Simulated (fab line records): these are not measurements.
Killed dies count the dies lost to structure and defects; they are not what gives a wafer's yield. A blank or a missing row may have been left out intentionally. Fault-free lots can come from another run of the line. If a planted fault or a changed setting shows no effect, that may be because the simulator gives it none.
Which of the tools did it? ; flow sky130 ; Sampling: 15 lots, 45 wafers, 6 of 708 route steps

WHAT EACH GAUGE READ, for each wafer
SKY_LDD_P_OVL_MEAS_08. Usual: LDD_P_OVL typically reads 0.2 nm, with standard deviation 1.5.
lot;measured;on;LDD_P_OVL (nm);flag
L257;day 18 22:17;overlay-02;0.2 -1.5 -0.5;
L260;day 20 01:15;overlay-01;2.3 1.8 1.4;
L262;day 21 01:04;overlay-01;-1.5 -0.9 -0.6;
L263;day 21 01:43;overlay-02;-0.4 -0.7 -1.1;
L264;day 21 15:36;overlay-01;-0.7 -0.3 -0.5;
L265;day 22 03:04;overlay-02;0.3 1.1 1.1;
L266;day 22 12:45;overlay-01;0.8 1.0 -0.2;
L268;day 23 04:08;overlay-02;-2.0 -0.8 -0.6;
L269;day 23 16:22;overlay-02;2.3 -3.2 -1.9;
L275;day 25 21:55;overlay-02;0.3 0.7 0.4;
L274;day 26 01:28;overlay-02;3.2 0.2 0.6;
L276;day 26 11:27;overlay-02;0.8 2.9 -0.3;
L277;day 26 12:33;overlay-02;3.2 0.3 1.5;
L279;day 27 02:38;overlay-02;-1.0 -3.7 -0.5;
L280;day 27 05:43;overlay-01;2.9 0.8 1.6;

SKY_CAP2M_RS_MEAS_03: measures by four-point-probe. Usual: CAP2M_TIN_RS typically reads 6.89 ohm/sq, with standard deviation 0.073.
lot;measured;on;CAP2M_TIN_RS (ohm/sq);flag
L257;day 39 14:40;film metro-03;6.86 6.91 6.88;
L260;day 40 14:07;film metro-03;6.83 6.91 6.82;
L262;day 41 09:22;film metro-02;6.92 6.90 6.95;
L263;day 41 10:56;film metro-01;6.89 6.94 6.95;
L264;day 41 19:31;film metro-03;6.90 6.90 6.91;
L265;day 42 05:00;film metro-02;6.81 6.82 6.84;
L266;day 42 13:01;film metro-02;6.83 6.88 6.85;
L268;day 43 02:20;film metro-02;6.89 6.92 6.99;
L269;day 43 06:32;film metro-03;6.85 6.85 6.85;
L275;day 45 01:37;film metro-01;- - -;OFF
L274;day 45 05:29;film metro-02;- - -;OFF
L276;day 45 11:20;film metro-03;- - -;OFF
L277;day 45 15:06;film metro-02;6.86 6.86 6.88;
L279;day 45 22:14;film metro-02;6.87 6.84 6.82;
L280;day 46 02:01;film metro-02;6.79 6.82 6.78;

SKY_CAP2M_THK_MEAS_04: measures by xrf. Usual: CAP2M_TIN_THK typically reads 199.1 nm, with standard deviation 2.4.
lot;measured;on;CAP2M_TIN_THK (nm);flag
L257;day 39 14:47;film metro-03;199.1 198.2 198.7;
L260;day 40 14:14;film metro-03;199.8 197.6 199.5;
L262;day 41 09:28;film metro-02;198.3 198.7 197.9;
L263;day 41 11:04;film metro-01;199.0 197.5 196.9;
L264;day 41 19:38;film metro-03;198.7 198.2 198.3;
L265;day 42 05:07;film metro-02;202.6 202.2 200.4;
L266;day 42 13:08;film metro-02;201.7 200.0 200.9;
L268;day 43 02:27;film metro-02;198.4 197.2 195.5;
L269;day 43 06:38;film metro-03;200.6 200.5 201.7;
L275;day 45 01:43;film metro-01;<0.0 <0.0 <0.0;OFF
L274;day 45 05:36;film metro-02;<0.0 <0.0 <0.0;OFF
L276;day 45 11:28;film metro-03;<0.0 <0.0 <0.0;OFF
L277;day 45 15:13;film metro-02;200.7 199.5 198.1;
L279;day 45 22:22;film metro-02;199.4 201.2 200.3;
L280;day 46 02:07;film metro-02;202.4 201.5 203.4;

TOOL THAT RAN EACH LOT (tool first, then ch and the chambers of the sampled wafers, then the start)
lot;SKY_FIELD_ISO_ETCH_17;SKY_VT_ADJUST_HVTR_STRIP_10;SKY_CAP2M_SPUTTER_02
L257;rie si-02 ch 2,3, day 2 04:40;plasma asher-01 ch 0,1, day 9 09:32;pvd sputter-03, day 39 14:33
L260;rie si-02 ch 0,2,3, day 2 21:49;plasma asher-01 ch 0, day 10 08:17;pvd sputter-04, day 40 13:59
L262;rie si-01 ch 1,2,3, day 3 08:22;plasma asher-01 ch 0,1, day 10 21:59;pvd sputter-03, day 41 09:14
L263;rie si-01 ch 0,1,2, day 3 11:07;plasma asher-03 ch 0,1, day 11 00:02;pvd sputter-02, day 41 10:50
L264;rie si-02 ch 0,1,2, day 3 17:01;plasma asher-03 ch 0,1, day 11 10:53;pvd sputter-04, day 41 19:23
L265;rie si-02 ch 1,2, day 4 00:04;plasma asher-02 ch 0,1, day 11 20:53;pvd sputter-04, day 42 04:52
L266;rie si-02 ch 2,3, day 4 05:28;plasma asher-01 ch 1, day 12 05:32;pvd sputter-04, day 42 12:53
L268;rie si-02 ch 0,1,2, day 4 16:13;plasma asher-03 ch 0,1, day 12 18:44;pvd sputter-02, day 43 02:13
L269;rie si-02 ch 0,1,3, day 4 23:19;plasma asher-02 ch 0,1, day 13 05:13;pvd sputter-03, day 43 06:23
L275;rie si-01 ch 0,1,2, day 6 10:13;plasma asher-02 ch 0,1, day 15 10:35;pvd sputter-03, day 45 01:29
L274;rie si-02 ch 1,3, day 6 11:10;plasma asher-03 ch 0,1, day 15 11:29;pvd sputter-03, day 45 05:22
L276;rie si-01 ch 1,2,3, day 6 18:19;plasma asher-01 ch 0,1, day 15 21:29;pvd sputter-02, day 45 11:14
L277;rie si-02 ch 0,1,3, day 6 18:42;plasma asher-03 ch 0,1, day 15 22:02;pvd sputter-02, day 45 14:59
L279;rie si-01 ch 0,1,3, day 7 00:51;plasma asher-03 ch 0,1, day 16 06:41;pvd sputter-04, day 45 22:08
L280;rie si-02 ch 0,1,3, day 7 05:49;plasma asher-03 ch 0,1, day 16 13:35;pvd sputter-04, day 46 01:53
- SKY_FIELD_ISO_ETCH_17: etches Si in HBr/Cl2/O2, target depth 342 nm, time 97.7 s.
- SKY_VT_ADJUST_HVTR_STRIP_10: strips in O2/N2.
- SKY_CAP2M_SPUTTER_02: material TiN, target thk 200 nm, time 166.7 s.

AS READ BY THE TOOLS THEMSELVES (means over the sampled wafers that have a number; for cases with no such wafer, the mark the record gives instead)
SKY_FIELD_ISO_ETCH_17. Usual: HBr_flow_sccm 150.1 sccm, standard deviation 0.45; drypump motor current A 5.6 A, standard deviation 0.41; oes product au 1.000 a.u., standard deviation 0.008; throttle valve pct 25.656 %, standard deviation 0.01.
lot;tool;HBr_flow_sccm (sccm);drypump motor current A (A);oes product au (a.u.);throttle valve pct (%);flag
L257;rie si-02;149.3;5.9;0.991;25.661;
L260;rie si-02;149.8;5.6;0.996;25.666;
L262;rie si-01;149.9;5.9;1.003;25.661;
L263;rie si-01;150.3;5.6;0.999;25.646;
L264;rie si-02;150.0;5.4;0.996;25.658;
L265;rie si-02;150.1;5.4;1.000;25.647;
L266;rie si-02;149.8;5.9;1.000;25.654;
L268;rie si-02;150.2;5.3;0.998;25.650;
L269;rie si-02;149.9;5.4;0.989;25.665;
L275;rie si-01;149.9;5.6;1.004;25.654;
L274;rie si-02;150.0;5.7;1.001;25.659;
L276;rie si-01;149.7;5.9;1.005;25.648;
L277;rie si-02;150.2;5.4;1.010;25.652;
L279;rie si-01;149.8;5.7;1.003;25.657;
L280;rie si-02;150.3;5.4;1.001;25.654;

SKY_VT_ADJUST_HVTR_STRIP_10. Usual: drypump motor current A 5.9 A, standard deviation 0.47; oes product au 0.716 a.u., standard deviation 0.0051; strip time to endpoint s 14.18 s, standard deviation 0.037.
lot;tool;drypump motor current A (A);oes product au (a.u.);strip time to endpoint s (s);flag
L257;plasma asher-01;5.5;0.713;14.21;
L260;plasma asher-01;5.1;0.715;14.14;
L262;plasma asher-01;5.5;0.716;14.13;
L263;plasma asher-03;6.3;0.716;14.24;
L264;plasma asher-03;6.0;0.714;14.23;
L265;plasma asher-02;5.8;0.715;14.18;
L266;plasma asher-01;5.7;0.719;14.18;
L268;plasma asher-03;6.0;0.715;14.21;
L269;plasma asher-02;5.6;0.716;14.14;
L275;plasma asher-02;5.8;0.710;14.23;
L274;plasma asher-03;6.2;0.717;14.17;
L276;plasma asher-01;5.3;0.720;14.22;
L277;plasma asher-03;6.0;0.719;14.21;
L279;plasma asher-03;6.3;0.721;14.21;
L280;plasma asher-03;6.3;0.714;14.16;

SKY_CAP2M_SPUTTER_02. Usual: cathode dc power W 6499.9 W, standard deviation 1.2; chamber pressure pa 0.4000 Pa, standard deviation 0.00089; substrate temp c 300.01 C, standard deviation 0.21; throttle valve pct 31.0 %, standard deviation 1.2.
lot;tool;cathode dc power W (W);chamber pressure pa (Pa);substrate temp c (C);throttle valve pct (%);flag
L257;pvd sputter-03;6500.3;0.4005;299.82;29.3;
L260;pvd sputter-04;6499.8;0.4007;299.83;32.5;
L262;pvd sputter-03;6499.9;0.3996;300.03;30.7;
L263;pvd sputter-02;6500.5;0.4006;299.95;29.9;
L264;pvd sputter-04;6500.4;0.3994;300.02;31.9;
L265;pvd sputter-04;6499.3;0.3997;300.13;31.8;
L266;pvd sputter-04;6499.9;0.3990;299.90;32.4;
L268;pvd sputter-02;6500.8;0.4008;299.89;32.0;
L269;pvd sputter-03;6500.9;0.4007;299.96;30.5;
L275;pvd sputter-03;-;-;-;-;OFF
L274;pvd sputter-03;-;-;-;-;OFF
L276;pvd sputter-02;-;-;-;-;OFF
L277;pvd sputter-02;6499.4;0.3997;300.15;30.7;
L279;pvd sputter-04;6500.7;0.3995;300.12;31.4;
L280;pvd sputter-04;6498.7;0.3993;299.96;31.3;

THE ANSWER, worked out from the rows above alone
Rule: a lot counts as off when the mean over its wafers that have a number is more than 3 standard deviations away from the usual mean. A lot without any number at a reading at which 4 lots or more have one is off too. All remaining lots with rows at the step are treated as sound. First the gauges in route order, then the tools' own readings, where a lot's mean is used as printed above. At the first step where some lot is off, the reading lying furthest off is the one used; lots without a number count as furthest.
Off: L275, L274, L276, seen at SKY_CAP2M_RS_MEAS_03 (CAP2M_TIN_RS). Without a number there: L275, L274, L276.
A tool fits if, at a process step before that reading, it ran every lot that is off, and no sound lot after the first of them. Not tried: the gauges at SKY_CAP2M_RS_MEAS_03; whatever is off there is also off at SKY_CAP2M_SPUTTER_02, on other tools, and gauge error can't account for it. No candidate that was tried fits.

WHAT HAD BEEN PUT IN BY THE SIMULATOR
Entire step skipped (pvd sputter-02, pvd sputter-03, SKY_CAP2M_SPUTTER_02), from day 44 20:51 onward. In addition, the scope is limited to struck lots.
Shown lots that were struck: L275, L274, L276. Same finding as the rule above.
